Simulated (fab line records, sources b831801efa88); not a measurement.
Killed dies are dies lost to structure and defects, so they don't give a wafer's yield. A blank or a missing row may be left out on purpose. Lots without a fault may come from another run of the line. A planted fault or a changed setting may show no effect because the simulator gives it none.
One fault seen from 2 desks | flow gf180mcu | each desk has only its own numbers; what lay behind them comes last

THE METROLOGY DESK
What the gauges read, lot by lot, whatever tool the lot ran on: means of the sampled wafers that have a number. A lot is out of limits, marked OUT, if its mean lies more than 4 standard deviations from the usual mean; the brackets give that distance. Of its 11 readings 7 are shown: those that lie furthest out on some lot.
Columns: A = cd_nm at GF_M5_CD_MEAS_07, usual 279.8 nm; B = M5_OVL at GF_M5_OVL_MEAS_08, usual -4 nm; C = V5_BOW at GF_V5_BOW_MEAS_05, usual 135 um; D = cd_nm at GF_V5_CD_MEAS_14, usual 259.9 nm; E = V5_OVL at GF_V5_OVL_MEAS_15, usual -6 nm; F = V5_W_THK at GF_V5_THK_MEAS_25, usual 352 nm; G = TOP_METAL_ALCU_THK at GF_TOP_METAL_THK_MEAS_06, usual 913 nm
lot  | first seen here | A     | B  | C   | D     | E   | F   | G
L174 | day 26 03:18    | 281.4 | -6 | 121 | 262.0 | -13 | 355 | 919
L179 | day 27 20:55    | 279.4 | -8 | 126 | 260.3 | -9  | 352 | 927
L180 | day 28 05:38    | 279.2 | -5 | 122 | 260.7 | -10 | 347 | 904
L186 | day 30 03:52    | 278.9 | 7  | 128 | 260.6 | -17 | 359 | 907
L187 | day 30 05:51    | 280.2 | -5 | 138 | 259.6 | -6  | 356 | 913
L194 | day 32 02:28    | 279.4 | 1  | 132 | 259.7 | 2   | 344 | 922
This desk's finding: nothing out of limits on any of the 6 lots.

THE TOOL OWNER'S DESK: cmp-02
The tool's own readings at GF_V5_CMP_04 (polishes SiO2): means of the sampled wafers that have a number, for each lot that ran on this tool. A lot is out of limits, marked OUT, if its mean lies more than 4 standard deviations from the usual mean; the brackets give that distance.
Columns: A = motor_current_A at GF_V5_CMP_04, usual 12.9 A
lot  | first seen here | A
L174 | day 26 04:30    | 12.6
L179 | day 27 22:28    | 13.6
L180 | day 28 11:05    | 13.2
L186 | day 30 05:15    | 12.8
L187 | day 30 06:59    | 14.4
This desk's finding: nothing out of limits on any of the 5 lots.

PUT TOGETHER
The metrology desk saw nothing out of limits.
The tool owner's desk saw nothing out of limits.

WHAT THE SIMULATOR HAD PUT IN
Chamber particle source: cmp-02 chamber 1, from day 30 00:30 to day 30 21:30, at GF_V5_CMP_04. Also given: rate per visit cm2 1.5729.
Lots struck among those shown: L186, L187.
